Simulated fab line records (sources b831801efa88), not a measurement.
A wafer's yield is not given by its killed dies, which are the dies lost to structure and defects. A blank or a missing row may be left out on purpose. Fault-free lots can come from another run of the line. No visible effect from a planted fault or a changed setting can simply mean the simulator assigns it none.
A struck lot beside a sound one :: flow sky130 :: 38 out of 708 route steps
Sound: the wafers L675.4, L675.5, L675.6. Struck: wafers L668.2, L668.5. (L668.4 of the same lot was not struck and is left out.) The cause comes at the end.
At each step with rows: each side's tool, then ch and its chambers, then its first start. Under that, the readings that differ: sound wafers :: struck wafers :: difference of the means :: sigmas: that difference in standard deviations of wafers without a fault.
alike: a reading whose means differ by less than 2 such deviations, as well as words and numbers matching on both sides. not compared: withheld readings; readings where some wafer has no value; bounds like >300 that might hide an equal value; numbers whose values overlap and for which the record gives no deviation.
A row with sigmas, a row that says differs or no value, or rows on one side alone: a step with any of these is where the two part. Numbers that have no deviation but don't overlap get no sigmas and don't part them. A reading missing from all wafers of one side parts the sides only when that side holds two or more wafers.

first, 9 steps without rows for these wafers: SKY_VIA2_SPUTTER_20 (material TiN, target thk 20 nm, time 80 s); SKY_VIA2_CVD_21 (deposits W, target thk 420 nm, time 126.4 s); SKY_VIA2_CMP_24 (polishes, stops on SiO2, t overpolish 20 s, target thk 0 nm); SKY_METAL3_SPUTTER_00 (material Ti, target thk 15 nm, time 10 s); SKY_METAL3_SPUTTER_01 (material TiN, target thk 20 nm, time 16.7 s); SKY_METAL3_SPUTTER_02 (material AlCu, target thk 735 nm, time 39.1 s); SKY_METAL3_SPUTTER_03 (material Ti, target thk 5 nm, time 3.3 s); SKY_METAL3_SPUTTER_04 (material TiN, target thk 70 nm, time 58.3 s); SKY_CAPM_CVD_00 (deposits SiO2, target thk 15.5 nm).
SKY_CAPM_SPUTTER_02: material TiN, target thk 200 nm, time 166.7 s.
  sound on pvd sputter-04, day 43 03:26; struck on pvd sputter-03, day 41 10:43
reading: model.TiN_of_CAPM_SPUTTER_02.thk nm (nm)
sound: 200.6 201.1 202.3
struck: 180.4 180.7
difference: -20.8
sigmas: 
  alike: throttle valve pct
SKY_CAPM_RS_MEAS_03: uses a four-point probe to measure.
  sound on film metro-02, day 43 03:37; struck on film metro-04, day 41 10:50
reading: CAPM_TIN_RS (ohm/sq)
sound: 6.91 6.88 6.84
struck: 7.69 7.68
difference: +0.81
sigmas: +12
SKY_CAPM_THK_MEAS_04: measures by xrf.
  sound on film metro-02, day 43 03:42; struck on film metro-04, day 41 10:57
reading: CAPM_TIN_THK (nm)
sound: 201.6 202.7 202.3
struck: 179.9 180.7
difference: -21.9
sigmas: -10
then, 7 steps without rows for these wafers: SKY_CAPM_DEHYDRATE_05 (time 60 s); SKY_CAPM_HMDS_06 (prime time 60 s); SKY_CAPM_COAT_07 (resist thk 1140 nm); SKY_CAPM_SOFTBAKE_08 (time 60 s); SKY_CAPM_EXPOSE_09 (exposes mask CAPM, target cd 1000 nm); SKY_CAPM_PEB_10; SKY_CAPM_DEVELOP_11 (develop time 60 s).
SKY_CAPM_METAL_ETCH_13: etches TiN in Cl2/BCl3, stops on SiO2, target depth 220 nm, time 62.9 s.
  sound on rie metal-01 ch 0,1, day 44 02:37; struck on rie metal-02 ch 0,1, day 42 10:20
reading: oes product au (a.u.)
sound: 0.942 0.942 0.953
struck: 0.883 0.886
difference: -0.061
sigmas: -9

reading: throttle valve pct (%)
sound: 21.891 21.907 21.897
struck: 21.927 21.956
difference: +0.043
sigmas: +4
  alike: drypump motor current A
  not compared: rf hours counter h
then, 16 steps without rows for these wafers: SKY_CAPM_STRIP_14 (strips in O2/N2); SKY_CAPM_STRIP_15 (strips in post etch residue remover, time 1200 s); SKY_CAPM_CLEAN_16 (cleans in IPA, time 180 s); SKY_CAPM_CLEAN_17 (cleans in O3/DIW); SKY_METAL3_DEHYDRATE_05 (time 60 s); SKY_METAL3_HMDS_06 (prime time 60 s); SKY_METAL3_COAT_07 (resist thk 60 nm); SKY_METAL3_COAT_08 (resist thk 1140 nm); SKY_METAL3_SOFTBAKE_09 (time 90 s); SKY_METAL3_EXPOSE_10 (exposes mask MM3, target cd 300 nm); SKY_METAL3_PEB_11; SKY_METAL3_DEVELOP_12 (develop time 60 s); SKY_METAL3_DESCUM_15 (chemistry O2, time 8 s); SKY_METAL3_ETCH_16 (etches BARC in N2/H2, stops on SiO2, time 88.2 s, target depth 60 nm); SKY_METAL3_ETCH_17 (etches SiO2 in C4F8/O2/Ar, stops on TiN, time 3.9 s, target depth 15 nm); SKY_METAL3_METAL_ETCH_18 (etches the open film in Cl2/BCl3, stops on SiO2, target depth 845 nm, time 183.1 s).
SKY_METAL3_STRIP_20: strips in post etch residue remover, time 1200 s.
  sound on wet bench-02 ch 0, day 45 02:04; struck on wet bench-03 ch 3, day 43 10:32
reading: model.TiN_of_CAPM_SPUTTER_02.thk nm (nm)
sound: 199.8 200.2 201.4
struck: 179.5 179.9
difference: -20.8
sigmas: 
-- the record jumps here: 6 days lie between the struck wafers' starts before and after (it left off in module METAL3 and takes up again in module PAD_OPEN, whose first step shown is number 708 of the route) --
SKY_PAD_OPEN_PROBE_99:
  sound on prober-01, day 50 22:44; struck on prober-02, day 49 19:52
reading: model.etest.cap mim.plate ohm sq
sound: 6.011 6.036 5.883
struck: 6.616 6.626
difference: +0.644
sigmas: 

reading: model.etest.cap mim.leak log10 a cm2
sound: -8.846 -9.034 -9.055
struck: -8.704 -8.813
difference: +0.220
sigmas: 
  alike: defect limited yield, killed_at_M0_to_M3, killed_at_M4_up, killed at contacts, killed at front end, killed at other, killed dies, killed open, killed short, sort_bin_3_pad_short, sort_bin_5_function, sort_bin_6_memory, sort n pass, sort yield pct

== WHERE THEY PART ==
First at SKY_CAPM_RS_MEAS_03; last, within this record, at SKY_CAPM_METAL_ETCH_13. Later steps at which nothing parts them and some readings are alike: SKY_PAD_OPEN_PROBE_99.

WHY: whatever the simulator had introduced
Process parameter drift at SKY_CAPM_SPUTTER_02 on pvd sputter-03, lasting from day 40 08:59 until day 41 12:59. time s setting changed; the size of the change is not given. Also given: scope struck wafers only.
